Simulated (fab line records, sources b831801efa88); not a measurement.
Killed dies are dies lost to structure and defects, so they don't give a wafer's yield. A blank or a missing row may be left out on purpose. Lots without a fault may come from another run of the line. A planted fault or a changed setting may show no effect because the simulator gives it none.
fab line records | flow sky130 | part 2 of 2: steps 24 to 32 of 32
record lots=5 wafers=15 last_day=50
route steps=708 shown METAL5@673 PASSIVATION@681 PAD_OPEN@694
lots that met no fault: from a run of the same line without faults
start_h: hours from the record's first day to the start of the lot's first wafer shown | wait_h: hours since the lot's step before | " the same as in the row above | L1.1+2: a row that stands for several wafers | - no value, or no start given | * or withheld: withheld | < > ~ a bound
route shown NAME@n: a module of which the file shows steps, and the number in the route of the first | usual: mean/standard deviation of fault-free wafers | same: alike in all rows | chamber/n: place in a boat | sites: the reading at each site | _std_site: their standard deviation | _edge_site: outer sites' mean less inner sites' | radius_mm: how far each site lies from the wafer's centre | mask NAME#n: copy n | behind: the tool/chamber that last shaped the wafer | hold: why the lot was held/for how many hours/how that ended | device: the transistor (n, p or np) that didn't switch | end of line: the same wafers' tests at the end of the route | a step without rows: its recipe alone | killed: dies lost to structure and defects at the first sort, not the wafer's yield | map: a wafer's dies, x killed, . not, _ none there
set.NAME: the setting as run; set.NAME@STEP: as run at that earlier step | model.NAME: the simulator's own value behind a step, which no gauge read
lots at some steps of the route; a table a step, a row a wafer
services: from which hour (start_h, from the record's first day; less than 0 if before it) a tool's chamber was out of use, for how many hours, and why
## steps
# step SKY_PAD_OPEN_COAT_02
# recipe spin_rpm=2000 resist_thk_nm=3000
# usual exhaust_pa=45.0/0.88
# columns lot.wafer tool chamber start_h wait_h exhaust_pa
L074.1 litho_track-04 0 1073.35 0.1 45.7
L074.4 " 0 " " 45.5
L074.5 " 0 " " 46.0
L075.3 litho_track-02 0 1088.26 0.1 45.0
L075.5 " 0 " " 45.7
L075.6 " 0 " " 44.8
L082.3 litho_track-01 0 1117.96 0.1 44.1
L082.5 " 0 " " 44.3
L082.6 " 0 " " 45.0
L083.3 litho_track-02 0 1120.16 0.1 46.0
L083.4 " 0 " " 46.0
L083.5 " 0 " " 45.3
L097.2 litho_track-04 0 1185.67 0.1 43.9
L097.4 " 0 " " 44.9
L097.5 " 0 " " 45.7
# step SKY_PAD_OPEN_SOFTBAKE_03
# recipe temp_c=110 time_s=withheld
# usual exhaust_pa=44.9/0.86
# columns lot.wafer tool chamber start_h wait_h exhaust_pa
L074.1 litho_track-04 0 1073.50 0.1 44.7
L074.4 " 0 " " 44.3
L074.5 " 0 " " 45.1
L075.3 litho_track-02 0 1088.42 0.1 44.2
L075.5 " 0 " " 44.4
L075.6 " 0 " " 44.0
L082.3 litho_track-01 0 1118.13 0.1 45.5
L082.5 " 0 " " 45.4
L082.6 " 0 " " 45.8
L083.3 litho_track-02 0 1120.33 0.1 45.6
L083.4 " 0 " " 45.5
L083.5 " 0 " " 45.9
L097.2 litho_track-04 0 1185.83 0.1 44.5
L097.4 " 0 " " 46.2
L097.5 " 0 " " 44.2
# step SKY_PAD_OPEN_EXPOSE_04
# recipe mask_id=PDM target_cd_nm=60000 na=0.57 dose_mj=260
# usual reticle_temp_C=23.04/0.11
# columns lot.wafer tool chamber start_h wait_h mask reticle_temp_C
L074.1 iline_stepper-02 0 - - PDM#0 23.13
L074.4 " 0 " " PDM#0 23.16
L074.5 " 0 " " PDM#0 23.14
L075.3 iline_stepper-02 0 - - PDM#0 22.88
L075.5 " 0 " " PDM#0 22.97
L075.6 " 0 " " PDM#0 23.11
L082.3 iline_stepper-01 0 - - PDM#0 23.06
L082.5 " 0 " " PDM#0 23.04
L082.6 " 0 " " PDM#0 22.96
L083.3 iline_stepper-01 0 - - PDM#0 23.15
L083.4 " 0 " " PDM#0 23.14
L083.5 " 0 " " PDM#0 23.19
L097.2 iline_stepper-01 0 - - PDM#0 23.08
L097.4 " 0 " " PDM#0 22.96
L097.5 " 0 " " PDM#0 22.94
# step SKY_PAD_OPEN_PEB_05
# recipe temp_c=115 time_s=withheld
# usual exhaust_pa=45.0/0.84
# columns lot.wafer tool chamber start_h wait_h exhaust_pa
L074.1 litho_track-04 0 - - 46.6
L074.4 " 0 " " 46.0
L074.5 " 0 " " 44.9
L075.3 litho_track-04 0 - - 44.1
L075.5 " 0 " " 43.3
L075.6 " 0 " " 43.4
L082.3 litho_track-01 0 - - 45.6
L082.5 " 0 " " 45.4
L082.6 " 0 " " 46.5
L083.3 litho_track-01 0 - - 45.0
L083.4 " 0 " " 46.1
L083.5 " 0 " " 44.6
L097.2 litho_track-01 0 - - 45.2
L097.4 " 0 " " 45.7
L097.5 " 0 " " 43.5
# step SKY_PAD_OPEN_DEVELOP_06
# recipe develop_time_s=60 dev_temp_c=23
# usual exhaust_pa=45.0/0.75
# columns lot.wafer tool chamber start_h wait_h exhaust_pa
L074.1 litho_track-04 0 - - 44.2
L074.4 " 0 " " 45.3
L074.5 " 0 " " 43.8
L075.3 litho_track-04 0 - - 45.2
L075.5 " 0 " " 45.3
L075.6 " 0 " " 45.1
L082.3 litho_track-01 0 - - 44.6
L082.5 " 0 " " 46.2
L082.6 " 0 " " 45.1
L083.3 litho_track-01 0 - - 44.4
L083.4 " 0 " " 43.7
L083.5 " 0 " " 44.2
L097.2 litho_track-01 0 - - 44.2
L097.4 " 0 " " 45.4
L097.5 " 0 " " 45.7
# step SKY_PAD_OPEN_ETCH_07
# recipe chemistry=CF4/O2 target_depth_nm=725 stop_on=AlCu source_w=800 bias_w=147.9 pressure_mtorr=150 cf4_flow_sccm=80 O2_flow_sccm=10 time_s=161.1
# usual bias_w=147.9/0.38 cf4_flow_sccm=79.99/0.25 drypump_motor_current_A=5.8/0.48 oes_product_au=0.974/0.0072 throttle_valve_pct=5.963/0.0092
# columns lot.wafer tool chamber start_h wait_h bias_w cf4_flow_sccm drypump_motor_current_A oes_product_au rf_hours_counter_h throttle_valve_pct
L074.1 rie_diel-01 1 1083.85 - 148.2 79.97 6.6 0.974 15 5.961
L074.4 " 1 " " 147.7 80.09 6.6 0.982 - 5.967
L074.5 " 0 " " 148.3 79.80 5.8 0.971 - 5.969
L075.3 rie_diel-01 3 1098.50 - 147.7 79.41 5.4 0.972 0 5.973
L075.5 " 3 " " 147.4 79.63 5.4 0.979 - 5.955
L075.6 " 2 " " 147.4 79.97 5.3 0.965 - 5.946
L082.3 rie_diel-01 1 1127.61 - 147.7 80.09 6.5 0.975 17 5.959
L082.5 " 0 " " 148.2 79.78 5.8 0.979 - 5.952
L082.6 " 1 " " 147.5 80.18 6.5 0.970 - 5.968
L083.3 rie_diel-01 2 1130.06 - 147.2 80.19 5.3 0.976 0 5.975
L083.4 " 0 " " 148.0 80.25 5.8 0.984 24 5.970
L083.5 " 1 " " 147.6 79.97 6.5 0.980 - 5.950
L097.2 rie_diel-03 1 1193.61 - 148.6 79.63 5.7 0.979 25 5.969
L097.4 " 0 " " 148.1 80.09 5.5 0.979 23 5.964
L097.5 " 3 " " 147.6 79.41 5.8 0.970 - 5.961
# step SKY_PAD_OPEN_STRIP_08
# recipe chemistry=O2/N2 power_w=1400 pressure_mtorr=1500 platen_temp_c=withheld overash_fraction=0.7 o2_flow_sccm=3000 n2_flow_sccm=300
# usual drypump_motor_current_A=5.6/0.49 oes_product_au=0.663/0.005 strip_time_to_endpoint_s=37.04/0.14
# columns lot.wafer tool chamber start_h wait_h drypump_motor_current_A oes_product_au rf_hours_counter_h strip_time_to_endpoint_s
L074.1 plasma_asher-04 0 1083.96 0.1 6.2 0.657 62 37.23
L074.4 " 0 " " 6.2 0.675 - 37.18
L074.5 " 1 " " 4.8 0.666 - 37.26
L075.3 plasma_asher-01 0 1098.64 0.1 6.2 0.659 - 36.95
L075.5 " 1 " " 5.6 0.665 - 37.03
L075.6 " 0 " " 6.2 0.672 - 36.92
L082.3 plasma_asher-01 0 1127.75 0.1 6.2 0.667 - 37.09
L082.5 " 1 " " 5.6 0.657 - 36.97
L082.6 " 0 " " 6.2 0.665 - 37.03
L083.3 plasma_asher-01 0 1130.20 0.1 6.1 0.657 - 36.91
L083.4 " 1 " " 5.6 0.661 - 36.98
L083.5 " 1 " " 5.6 0.652 - 36.93
L097.2 plasma_asher-03 0 1193.72 0.1 5.3 0.662 104 37.19
L097.4 " 1 " " 5.4 0.667 - 37.19
L097.5 " 0 " " 5.3 0.660 - 37.16
# step SKY_PAD_OPEN_STRIP_09
# recipe chemistry=post_etch_residue_remover time_s=1200 temp_c=72.5
# usual temp_c=72.49/0.12
# columns lot.wafer tool chamber start_h wait_h temp_c
L074.1 wet_bench-04 3 1084.06 0.1 72.40
L074.4 " 3 " " 72.53
L074.5 " 3 " " 72.29
L075.3 wet_bench-02 0 1098.71 0.0 72.75
L075.5 " 0 " " 72.70
L075.6 " 0 " " 72.62
L082.3 wet_bench-01 0 1127.82 0.0 72.64
L082.5 " 0 " " 72.84
L082.6 " 0 " " 72.50
L083.3 wet_bench-04 3 1130.27 0.0 72.41
L083.4 " 3 " " 72.59
L083.5 " 3 " " 72.41
L097.2 wet_bench-01 2 1193.82 0.1 72.52
L097.4 " 2 " " 72.54
L097.5 " 2 " " 72.47
# step SKY_PAD_OPEN_CLEAN_10
# recipe chemistry=IPA time_s=180 temp_c=25
# usual temp_c=25.02/0.11
# columns lot.wafer tool chamber start_h wait_h temp_c
L074.1 wet_bench-01 3 1084.43 0.0 25.08
L074.4 " 3 " " 25.08
L074.5 " 3 " " 25.18
L075.3 wet_bench-01 3 1099.05 0.0 25.10
L075.5 " 3 " " 25.04
L075.6 " 3 " " 25.00
L082.3 wet_bench-02 3 1128.16 0.0 24.93
L082.5 " 3 " " 24.91
L082.6 " 3 " " 25.03
L083.3 wet_bench-01 3 1130.61 0.0 25.14
L083.4 " 3 " " 25.12
L083.5 " 3 " " 25.01
L097.2 wet_bench-01 2 1194.26 0.1 25.05
L097.4 " 2 " " 24.99
L097.5 " 2 " " 25.09
## services
# columns tool chamber start_h hours kind
iline_stepper-01 - 1018.46 1.7 pm
pecvd-03 - 1020.17 14.6 pm
rie_diel-01 2 1024.27 2.8 repair
iline_stepper-01 - 1052.87 2.1 pm
plasma_asher-01 - 1055.25 9.0 pm
plasma_asher-01 - 1057.18 1.2 repair
rie_metal-04 0 1063.94 3.7 repair
plasma_asher-01 - 1069.78 0.4 repair
rie_diel-03 3 1070.67 4.6 repair
pecvd-01 - 1073.23 6.0 pm
rie_metal-02 - 1137.21 0.5 repair
pecvd-03 - 1139.03 2.9 repair
plasma_asher-02 - 1146.40 2.8 pm
rie_diel-03 0 1155.58 9.3 repair
plasma_asher-04 - 1155.68 8.8 pm
iline_stepper-02 - 1159.03 28.0 repair
plasma_asher-03 - 1164.32 2.8 pm
rie_diel-01 2 1169.23 2.7 repair
plasma_asher-04 - 1176.09 0.5 repair
rie_metal-04 0 1181.04 9.0 repair
pecvd-04 - 1182.27 2.8 pm
pecvd-03 - 1183.00 6.0 pm
rie_diel-01 2 1185.49 9.8 repair
pecvd-04 2 1185.89 10.4 repair
